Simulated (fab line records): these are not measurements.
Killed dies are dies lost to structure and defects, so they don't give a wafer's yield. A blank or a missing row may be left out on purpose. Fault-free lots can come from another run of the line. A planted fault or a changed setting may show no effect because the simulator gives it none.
Which tool did it? | flow sky130 | Sampling: 24 lots, 72 wafers, 4 of 708 route steps

== WHAT THE GAUGES SHOWED, per wafer ==
SKY_VIA3_OVL_MEAS_13.
lot  | measured     | on         | VIA3_OVL (nm)
L074 | day 40 04:51 | overlay-01 | -3 -4 3
L075 | day 40 06:23 | overlay-02 | 7 3 5
L076 | day 40 07:10 | overlay-02 | -7 -7 -9
L077 | day 40 07:30 | overlay-02 | -5 -3 -9
L078 | day 40 19:28 | overlay-01 | -8 -4 -15
L079 | day 41 02:16 | overlay-02 | -5 -1 -2
L080 | day 41 08:49 | overlay-02 | -10 -7 -5
L081 | day 41 16:22 | overlay-01 | 1 0 -3
L082 | day 42 01:01 | overlay-01 | -5 -9 -12
L083 | day 42 07:10 | overlay-01 | -2 -5 -1
L084 | day 42 14:01 | overlay-02 | -4 -1 -1
L085 | day 42 18:34 | overlay-02 | -11 -10 -8
L086 | day 43 00:25 | overlay-01 | -10 -3 -4
L087 | day 43 12:58 | overlay-02 | -10 -10 -6
L088 | day 43 14:14 | overlay-02 | 5 -3 0
L089 | day 43 18:31 | overlay-01 | -16 -9 -6
L090 | day 44 05:28 | overlay-01 | 0 -4 1
L091 | day 44 08:16 | overlay-02 | -4 -5 -9
L092 | day 44 20:12 | overlay-01 | 2 -13 -9
L093 | day 45 03:49 | overlay-01 | -11 -5 -6
L094 | day 45 10:04 | overlay-02 | 1 -4 -2
L095 | day 46 02:21 | overlay-02 | -11 -18 -17
L096 | day 46 02:40 | overlay-02 | -1 -6 -8
L097 | day 46 15:10 | overlay-01 | -5 -2 -1

== TOOL THAT RAN EACH LOT (tool first, then ch and the chambers of the sampled wafers, then the start) ==
lot  | SKY_VIA2_CMP_02               | SKY_VIA2_ETCH_14                   | SKY_METAL3_METAL_ETCH_18
L074 | cmp-01 ch 0,3, day 35 18:22   | rie diel-01 ch 2,3, day 36 21:05   | rie metal-02 ch 0,1, day 39 03:38
L075 | cmp-02 ch 0,3, day 35 20:31   | rie diel-01 ch 1,2,3, day 36 23:05 | rie metal-01 ch 0,1, day 39 03:59
L076 | cmp-01 ch 1,2, day 35 21:25   | rie diel-03 ch 1,2,3, day 37 00:32 | rie metal-01 ch 0,1, day 39 04:54
L077 | cmp-02 ch 0,2, day 36 00:22   | rie diel-01 ch 1,2,3, day 37 01:59 | rie metal-04 ch 0,1, day 39 05:15
L078 | cmp-02 ch 0,1, day 36 11:03   | rie diel-02 ch 2,3, day 37 13:40   | rie metal-01 ch 0,1, day 39 18:10
L079 | cmp-01 ch 0,2,3, day 36 18:47 | rie diel-02 ch 0,2,3, day 37 20:43 | rie metal-01 ch 0,1, day 40 00:32
L080 | cmp-02 ch 1,2,3, day 37 01:12 | rie diel-03 ch 0,1,2, day 38 03:23 | rie metal-02 ch 0,1, day 40 07:28
L081 | cmp-02 ch 0,1,2, day 37 10:30 | rie diel-03 ch 1,2,3, day 38 12:05 | rie metal-02 ch 0,1, day 40 15:53
L082 | cmp-02 ch 0,3, day 37 19:30   | rie diel-02 ch 1,2, day 38 21:17   | rie metal-01 ch 0,1, day 40 23:28
L083 | cmp-02 ch 0,3, day 38 01:39   | rie diel-03 ch 0,3, day 39 03:29   | rie metal-02 ch 0,1, day 41 05:45
L084 | cmp-01 ch 0,2,3, day 38 09:33 | rie diel-01 ch 0,2,3, day 39 10:20 | rie metal-01 ch 0,1, day 41 13:05
L085 | cmp-01 ch 1,2, day 38 14:12   | rie diel-01 ch 0,1,2, day 39 15:41 | rie metal-02 ch 0,1, day 41 17:44
L086 | cmp-02 ch 0,3, day 38 20:49   | rie diel-01 ch 0,1,3, day 39 21:56 | rie metal-04 ch 0,1, day 41 23:20
L087 | cmp-02 ch 0,1,2, day 39 10:16 | rie diel-01 ch 1,2, day 40 10:14   | rie metal-04 ch 1, day 42 12:23
L088 | cmp-02 ch 0,1, day 39 10:59   | rie diel-03 ch 0,3, day 40 12:08   | rie metal-04 ch 0,1, day 42 13:47
L089 | cmp-02 ch 0,1,2, day 39 17:24 | rie diel-03 ch 0,2,3, day 40 17:29 | rie metal-04 ch 0,1, day 42 18:23
L090 | cmp-02 ch 0,2,3, day 40 03:44 | rie diel-01 ch 0,1,3, day 41 04:23 | rie metal-04 ch 0,1, day 43 05:38
L091 | cmp-01 ch 0,1,2, day 40 07:53 | rie diel-02 ch 0,2, day 41 07:32   | rie metal-01 ch 0,1, day 43 08:29
L092 | cmp-02 ch 0,2,3, day 40 19:47 | rie diel-03 ch 0,2,3, day 41 19:53 | rie metal-02 ch 0,1, day 43 21:00
L093 | cmp-01 ch 0,1,2, day 41 05:48 | rie diel-01 ch 0,1,2, day 42 05:23 | rie metal-02 ch 0,1, day 44 05:22
L094 | cmp-01 ch 0,2,3, day 41 12:45 | rie diel-01 ch 0,3, day 42 12:35   | rie metal-04 ch 0,1, day 44 11:51
L095 | cmp-01 ch 1,2,3, day 42 04:09 | rie diel-01 ch 0,2, day 43 04:05   | rie metal-01 ch 0,1, day 45 02:56
L096 | cmp-02 ch 1,3, day 42 04:10   | rie diel-03 ch 0,1,3, day 43 04:26 | rie metal-04 ch 0,1, day 45 03:17
L097 | cmp-02 ch 2,3, day 42 19:44   | rie diel-01 ch 0,3, day 43 19:02   | rie metal-01 ch 1, day 45 17:28
- SKY_VIA2_CMP_02: polishes SiO2.
- SKY_VIA2_ETCH_14: etches BARC in N2/H2, stops on SiO2, time 45.9 s, target depth 60 nm.
- SKY_METAL3_METAL_ETCH_18: etches the open film in Cl2/BCl3, stops on SiO2, target depth 845 nm, time 183.1 s.

== AS READ BY THE TOOLS THEMSELVES (means over the sampled wafers that have a number; for cases with no such wafer, the mark the record gives instead) ==
SKY_VIA2_CMP_02.
lot  | tool   | motor current A (A) | slurry filter dp kPa (kPa)
L074 | cmp-01 | 12.7                | 13.49
L075 | cmp-02 | 11.3                | 13.46
L076 | cmp-01 | 11.6                | 13.48
L077 | cmp-02 | 10.0                | 13.51
L078 | cmp-02 | 10.8                | 13.45
L079 | cmp-01 | 11.8                | 13.31
L080 | cmp-02 | 12.2                | 13.55
L081 | cmp-02 | 11.1                | 13.48
L082 | cmp-02 | 11.2                | 13.47
L083 | cmp-02 | 12.6                | 13.37
L084 | cmp-01 | 12.5                | 13.46
L085 | cmp-01 | 11.4                | 13.38
L086 | cmp-02 | 12.7                | 13.51
L087 | cmp-02 | 10.9                | 13.43
L088 | cmp-02 | 11.5                | 13.47
L089 | cmp-02 | 11.0                | 13.42
L090 | cmp-02 | 12.0                | 13.42
L091 | cmp-01 | 11.9                | 13.50
L092 | cmp-02 | 11.5                | 13.62
L093 | cmp-01 | 11.7                | 13.57
L094 | cmp-01 | 12.0                | 13.61
L095 | cmp-01 | 11.9                | 13.64
L096 | cmp-02 | 12.7                | 13.46
L097 | cmp-02 | 12.8                | 13.50

SKY_VIA2_ETCH_14.
lot  | tool        | drypump motor current A (A) | oes product au (a.u.) | throttle valve pct (%)
L074 | rie diel-01 | 5.2                         | 0.858                 | 13.232
L075 | rie diel-01 | 5.4                         | 0.855                 | 13.226
L076 | rie diel-03 | 6.1                         | 0.849                 | 13.217
L077 | rie diel-01 | 5.4                         | 0.854                 | 13.226
L078 | rie diel-02 | 5.2                         | 0.858                 | 13.231
L079 | rie diel-02 | 5.0                         | 0.852                 | 13.224
L080 | rie diel-03 | 5.9                         | 0.860                 | 13.227
L081 | rie diel-03 | 6.1                         | 0.853                 | 13.220
L082 | rie diel-02 | 6.1                         | 0.851                 | 13.223
L083 | rie diel-03 | 5.9                         | 0.859                 | 13.221
L084 | rie diel-01 | 5.5                         | 0.856                 | 13.226
L085 | rie diel-01 | 5.6                         | 0.855                 | 13.221
L086 | rie diel-01 | 5.5                         | 0.860                 | 13.213
L087 | rie diel-01 | 5.5                         | 0.848                 | 13.238
L088 | rie diel-03 | 5.9                         | 0.854                 | 13.219
L089 | rie diel-03 | 6.0                         | 0.859                 | 13.224
L090 | rie diel-01 | 5.6                         | 0.855                 | 13.221
L091 | rie diel-02 | 5.2                         | 0.853                 | 13.221
L092 | rie diel-03 | 6.0                         | 0.859                 | 13.224
L093 | rie diel-01 | 5.7                         | 0.857                 | 13.226
L094 | rie diel-01 | 5.7                         | 0.859                 | 13.230
L095 | rie diel-01 | 5.7                         | 0.853                 | 13.231
L096 | rie diel-03 | 6.0                         | 0.854                 | 13.222
L097 | rie diel-01 | 5.4                         | 0.856                 | 13.223

SKY_METAL3_METAL_ETCH_18.
lot  | tool         | drypump motor current A (A) | mfc cl2 sccm (sccm) | oes product au (a.u.) | throttle valve pct (%)
L074 | rie metal-02 | 4.9                         | 60.05               | 0.866                 | 22.254
L075 | rie metal-01 | 5.6                         | 59.99               | 0.872                 | 22.257
L076 | rie metal-01 | 5.7                         | 59.89               | 0.866                 | 22.270
L077 | rie metal-04 | 6.5                         | 59.95               | 0.856                 | 22.265
L078 | rie metal-01 | 5.6                         | 60.05               | 0.863                 | 22.259
L079 | rie metal-01 | 5.6                         | 60.04               | 0.870                 | 22.266
L080 | rie metal-02 | 4.9                         | 59.96               | 0.854                 | 22.260
L081 | rie metal-02 | 4.9                         | 59.80               | 0.874                 | 22.265
L082 | rie metal-01 | 5.6                         | 60.02               | 0.872                 | 22.263
L083 | rie metal-02 | 4.9                         | 59.90               | 0.863                 | 22.263
L084 | rie metal-01 | 5.6                         | 60.13               | 0.872                 | 22.265
L085 | rie metal-02 | 4.9                         | 59.81               | 0.873                 | 22.255
L086 | rie metal-04 | 6.3                         | 59.90               | 0.864                 | 22.272
L087 | rie metal-04 | 6.1                         | 60.09               | 0.864                 | 22.259
L088 | rie metal-04 | 6.3                         | 59.90               | 0.865                 | 22.263
L089 | rie metal-04 | 6.3                         | 60.14               | 0.867                 | 22.262
L090 | rie metal-04 | 6.4                         | 60.03               | 0.859                 | 22.263
L091 | rie metal-01 | 5.7                         | 60.07               | 0.868                 | 22.266
L092 | rie metal-02 | 4.9                         | 60.01               | 0.866                 | 22.267
L093 | rie metal-02 | 4.9                         | 59.92               | 0.864                 | 22.266
L094 | rie metal-04 | 6.3                         | 59.91               | 0.865                 | 22.258
L095 | rie metal-01 | 5.6                         | 60.13               | 0.867                 | 22.259
L096 | rie metal-04 | 6.5                         | 60.01               | 0.867                 | 22.268
L097 | rie metal-01 | 5.8                         | 60.01               | 0.867                 | 22.269

== THE ANSWER, worked out from the rows above alone ==
Rule: the usual values come from the lots themselves. Put in order of their means at a reading, lots are off if they are a third of the lots or fewer, leave a main group of 4 or more, and stand apart from it by a gap of 3 or more times the standard deviation of the main group's means; of several such gaps the widest counts. A main group is skipped when, at the precision printed for the reading in the tables above, its means are all equal. A lot without any number at a reading at which 4 lots or more have one is off too. The other lots that the step has rows for count as sound. After the gauges, taken in route order, come the tools' own readings; for these a lot's mean is taken, as printed above. At the first step where some lot is off, the reading lying furthest off is the one used; lots without a number count as furthest.
None of the lots is off at any reading shown; this tells nothing.

== WHAT HAD BEEN PUT IN BY THE SIMULATOR ==
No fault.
